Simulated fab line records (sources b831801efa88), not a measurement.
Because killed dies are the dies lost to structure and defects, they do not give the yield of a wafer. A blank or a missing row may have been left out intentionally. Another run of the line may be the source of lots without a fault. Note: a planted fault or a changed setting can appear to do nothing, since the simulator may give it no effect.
Struck lot and sound lot, side by side | flow sfqLine | 14 steps out of a route of 325
Sound: these wafers, L174.1, L174.2, L174.4. The struck wafers were L168.1, L168.3, L168.4. At the end, the cause is stated.
Per side, at each step with rows, come the tool, then ch with its chambers, and then its first start. Under that, the readings that differ: sound wafers | struck wafers | difference of the means | sigmas: that difference in standard deviations of wafers without a fault.
alike: readings whose means differ by less than 2 such deviations, and words and numbers that are the same on both sides. not compared: withheld readings, readings that some wafer has no value for, bounds like >300 that may hide the same value, and numbers for which the record gives no deviation and whose values overlap.
A row with sigmas, a row that says differs or no value, or rows on one side alone: a step with any of these is where the two part. Non-overlapping numbers with no deviation appear without sigmas and do not part them. A reading missing from all wafers of one side parts the sides only when that side holds two or more wafers.

SFQ_TRILAYER_I3_DEP_PECVD_081: deposits SiO2 from SiH4/N2O, time 111.11 s, target thk 500 nm.
  sound on pecvd-02 ch 0,1,2, day 48 22:22; struck on pecvd-04 ch 1,2, day 37 09:45
  alike: chamberPressureTorr, heaterPowerW, throttleValvePct
SFQ_TRILAYER_I3_CMP_CMP_082: polishes SiO2.
  sound on cmp-01 ch 0,1,2, day 49 03:41; struck on cmp-01 ch 1,2,3, day 38 04:17
  alike: motorCurrentA, retainingRingPressureFrac, timeToEndpointS
SFQ_I3_BOW_MEAS_922:
  sound: filmMetro-03 at day 49 06:41; struck: filmMetro-04 at day 38 06:47
reading     | sound    | struck  | difference | sigmas
I3_BOW (um) | 16 14 29 | -11 4 4 | -21        | -2
SFQ_TRILAYER_I3_METRO_MEASURE_083:
  sound: filmMetro-03 at day 49 06:49; struck: filmMetro-04 at day 38 06:54
  alike: thkNm
then, 6 steps without rows for these wafers: SFQ_TRILAYER_I3_VIA_LITHO_COAT_090 (resist thk 62 nm); SFQ_TRILAYER_I3_VIA_LITHO_COAT_085 (resist thk 650 nm); SFQ_TRILAYER_I3_VIA_LITHO_SOFTBAKE_089; SFQ_TRILAYER_I3_VIA_LITHO_EXPOSE_086 (exposes mask I3, target cd 500 nm); SFQ_TRILAYER_I3_VIA_LITHO_PEB_088 (peb time 60 s); SFQ_TRILAYER_I3_VIA_LITHO_DEVELOP_087 (time 60 s).
-- the record jumps here: 4 days lie between the struck wafers' starts before and after --
SFQ_I3_OVL_MEAS_923:
  sound: overlay-02 at day 54 14:11; struck: overlay-02 at day 42 17:49
  alike: I3_OVL
SFQ_TRILAYER_I3_VIA_BARC_OPEN_VIA_ETCH_121: etches BARC in O2, target depth 125 nm, time 41.7 s.
  sound on rieDiel-04 ch 1,2,3, day 54 14:13; struck on rieDiel-03 ch 1,2,3, day 42 17:52
  alike: chamberPressureMTorr, drypumpMotorCurrentA, oesProductAu, rfFwdPowerW
  not compared: rfHoursCounterH
SFQ_TRILAYER_I3_VIA_ETCH_VIA_ETCH_088: etches SiO2 in CHF3, stops on Nb, target depth 260 nm.
  sound on rieDiel-04 ch 1,2,3, day 54 14:15; struck on rieDiel-03 ch 1,2,3, day 42 17:54
reading                                                | sound             | struck            | difference | sigmas
rfFwdPowerW (W)                                        | 497.0 498.3 498.4 | 416.3 417.0 418.9 | -80.5      | -47
model.KrF_of_TRILAYER_I3_VIA_LITHO_COAT_085.thkNm (nm) | 527.2 529.1 527.6 | 533.1 533 532.5   | +4.9       | 
  alike: chamberPressureMTorr, drypumpMotorCurrentA, oesProductAu
SFQ_TRILAYER_I3_VIA_STRIP_STRIP_089: strips in O2.
  sound on rieMetal-01 ch 0,1, day 54 14:22; struck on rieMetal-03 ch 0,1, day 42 18:01
  alike: chamberPressureMTorr, drypumpMotorCurrentA, oesProductAu, platenTempC
  not compared: rfHoursCounterH

== WHERE THEY PART ==
Last at SFQ_TRILAYER_I3_VIA_ETCH_VIA_ETCH_088 as far as this record goes, first at SFQ_I3_BOW_MEAS_922. Later steps at which nothing parts them and some readings are alike: SFQ_TRILAYER_I3_VIA_STRIP_STRIP_089.

WHY: what had been put in by the simulator
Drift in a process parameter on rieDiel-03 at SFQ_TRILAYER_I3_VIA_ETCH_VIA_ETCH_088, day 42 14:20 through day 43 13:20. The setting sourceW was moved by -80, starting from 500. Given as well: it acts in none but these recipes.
